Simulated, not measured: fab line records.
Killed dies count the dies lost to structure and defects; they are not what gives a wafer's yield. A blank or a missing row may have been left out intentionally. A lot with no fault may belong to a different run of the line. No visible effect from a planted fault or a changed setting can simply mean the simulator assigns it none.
Check for tools in common	flow sky130	39 wafers sampled across 13 lots

== WHY THIS WAS OPENED ==
3 of 13 lots carry a flag on the reading NWELL_00_OVL at SKY_NWELL_OVL_MEAS_10. Fault-free wafers read 0.6 nm, with a standard deviation of 1.4.
Rule: a lot is flagged when every wafer of it that has a number lies more than 4 standard deviations from that mean, or none has a number. The other lots count as sound.

lot	measured	on	NWELL_00_OVL (nm), wafer by wafer	flag
L897	day 4 11:14	overlay-02	-2.1 0.7 -1.3	
L898	day 4 15:11	overlay-02	0.8 0.5 -0.4	
L901	day 5 09:07	overlay-02	-1.0 -0.3 -1.6	
L904	day 6 04:13	overlay-01	1.1 1.4 0.5	
L905	day 6 12:32	overlay-01	143.3 141.6 142.4	FLAGGED
L908	day 7 02:17	overlay-01	143.5 142.6 142.2	FLAGGED
L909	day 7 05:01	overlay-02	140.0 140.7 141.8	FLAGGED
L913	day 8 04:28	overlay-01	1.2 0.0 1.3	
L914	day 8 12:41	overlay-02	-0.3 0.2 -0.3	
L915	day 8 18:15	overlay-01	1.9 0.4 3.3	
L917	day 10 13:11	overlay-01	-0.7 1.2 1.6	
L919	day 10 14:41	overlay-01	2.1 2.0 1.8	
L918	day 10 15:02	overlay-01	3.6 2.9 1.3	
On average the flagged lots read 142.0 nm, which is +141.4 nm against the usual, or +99 or more standard deviations.

== TOOL THAT RAN EACH LOT ==
The record holds 1 process step before the reading, out of a route of 708 steps. Read each cell as the tool, then ch plus the chambers that the sampled wafers visited, then the start.
lot	flag	SKY_NWELL_EXPOSE_07
L897		iline stepper-01 ch 0, day 4 03:23
L898		iline stepper-01 ch 0, day 4 06:36
L901		iline stepper-01 ch 0, day 5 00:20
L904		iline stepper-01 ch 0, day 5 19:50
L905	FLAGGED	iline stepper-01 ch 0, day 6 04:59
L908	FLAGGED	iline stepper-01 ch 0, day 6 16:45
L909	FLAGGED	iline stepper-01 ch 0, day 6 19:23
L913		iline stepper-02 ch 0, day 7 19:26
L914		iline stepper-02 ch 0, day 8 02:22
L915		iline stepper-02 ch 0, day 8 07:44
L917		iline stepper-02 ch 0, day 10 02:05
L919		iline stepper-02 ch 0, day 10 03:25
L918		iline stepper-02 ch 0, day 10 04:01
What is done by these steps:
- SKY_NWELL_EXPOSE_07: exposes mask NWM, target cd 840 nm.
- SKY_NWELL_OVL_MEAS_10

== FLAGGED AGAINST TOTAL, ONE TOOL AT A TIME (gauges that did the reading follow at the end) ==
step	tool	lots run	flagged	share of the flagged lots	sound lots run after its first flagged lot
SKY_NWELL_EXPOSE_07	iline stepper-01	7	3	all	0
SKY_NWELL_EXPOSE_07	iline stepper-02	6	0	none	-
SKY_NWELL_OVL_MEAS_10	overlay-01	8	2	some	5 (L913,L915,L917,L919,L918)
SKY_NWELL_OVL_MEAS_10	overlay-02	5	1	some	1 (L914)

== WHAT THE TABLE ALLOWS ==
In the table, 1 row covers all flagged lots: iline stepper-01 at SKY_NWELL_EXPOSE_07.
- iline stepper-01 at SKY_NWELL_EXPOSE_07 ran 7 lots, 3 of them flagged. Last sound lot L904 at day 5 19:50, first flagged lot L905 at day 6 04:59; a fault beginning in between fits.
iline stepper-01 at SKY_NWELL_EXPOSE_07 is the single tool remaining.

== WHAT THE SIMULATOR PUT IN ==
Scanner matching overlay: iline stepper-01, from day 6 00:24 on, at SKY_NWELL_EXPOSE_07. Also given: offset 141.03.
Shown lots that were struck: L905, L908, L909. The rule above reached the same finding.
